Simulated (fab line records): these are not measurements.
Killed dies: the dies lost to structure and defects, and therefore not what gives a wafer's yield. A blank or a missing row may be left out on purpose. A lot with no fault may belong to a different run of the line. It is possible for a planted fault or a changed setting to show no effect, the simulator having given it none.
A struck lot beside a sound one :: flow gf180mcu :: 15 steps out of a route of 602
Sound: wafers L374.3, L374.5, L374.6. Wafers struck: L367.2, L367.4, L367.5. The cause is given at the end.
Order at every step that has rows: each side's tool, ch and its chambers, its first start. Under that, the readings that differ: sound wafers :: struck wafers :: difference of the means :: sigmas: that difference in standard deviations of wafers without a fault.
alike: readings whose means differ by less than 2 such deviations, and words and numbers that are the same on both sides. not compared: withheld readings, readings that some wafer has no value for, bounds like >300 that may hide the same value, and numbers for which the record gives no deviation and whose values overlap.
A row with sigmas, a row that says differs or no value, or rows on one side alone: a step with any of these is where the two part. Non-overlapping numbers with no deviation appear without sigmas and do not part them. A reading missing from all wafers of one side parts the sides only when that side holds two or more wafers.

first, 1 step without rows for these wafers: GF_PSD_CLEAN_12 (cleans in SC1/SC2, time 154.9 s).
GF_PSD_RTA_13: time 20 s.
  sound on rtp anneal-02 ch 0, day 19 05:07; struck on rtp anneal-01 ch 0, day 16 09:54
reading: lamp power pct (%)
sound: 36.2 36.3 36.3
struck: 37.1 37.0 37.0
difference: +0.8
sigmas: +2

reading: wafer_temp_C_max
sound: 1032.0 1030.7 1030.3
struck: 1028.4 1028.2 1028.2
difference: -2.7
sigmas: -2
GF_PSD_RS_MEAS_14: measures by four-point-probe.
  sound: film metro-01 at day 19 05:13; struck: film metro-04 at day 16 09:59
  alike: NSD_RS
GF_PSD_RS_MEAS_15: measures by four-point-probe.
  sound: film metro-01 at day 19 05:20; struck: film metro-04 at day 16 10:07
  alike: PSD_RS
GF_SAB_CVD_00: deposits SiO2 from TEOS, target thk 50 nm, time 4.9302 s.
  sound on pecvd-03 ch 1,2, day 19 05:25; struck on pecvd-04 ch 0,2, day 16 10:13
  alike: heater power outer w, heater power w
GF_SAB_THK_MEAS_01:
  sound: film metro-02 at day 19 05:27; struck: film metro-02 at day 16 10:14
  alike: SAB_CVD_00_THK
then, 6 steps without rows for these wafers: GF_SAB_DEHYDRATE_02 (time 60 s); GF_SAB_HMDS_03 (prime time 60 s); GF_SAB_COAT_04 (resist thk 1000 nm); GF_SAB_SOFTBAKE_05 (time 60 s); GF_SAB_EXPOSE_06 (exposes mask SAB, target cd 420 nm); GF_SAB_PEB_07.
GF_SAB_DEVELOP_08: develop time 60 s.
  sound on litho track-01 ch 0, day 20 04:29; struck on litho track-04 ch 0, day 17 08:48
reading: developer temp C (C)
sound: 22.84 22.96 22.84
struck: 22.43 22.35 22.38
difference: -0.49
sigmas: -5
GF_SAB_CD_MEAS_09: the cd target is 420 nm.
  sound: cd sem-01 at day 20 04:38; struck: cd sem-02 at day 17 08:56
  alike: cd nm
following that, these wafers have no rows for 1 step: GF_PASSIVATION_PROBE_99.

## WHERE THEY PART
First at GF_PSD_RTA_13; last, within this record, at GF_SAB_DEVELOP_08. Later steps at which nothing parts them and some readings are alike: GF_SAB_CD_MEAS_09.

WHY: what the simulator had put in
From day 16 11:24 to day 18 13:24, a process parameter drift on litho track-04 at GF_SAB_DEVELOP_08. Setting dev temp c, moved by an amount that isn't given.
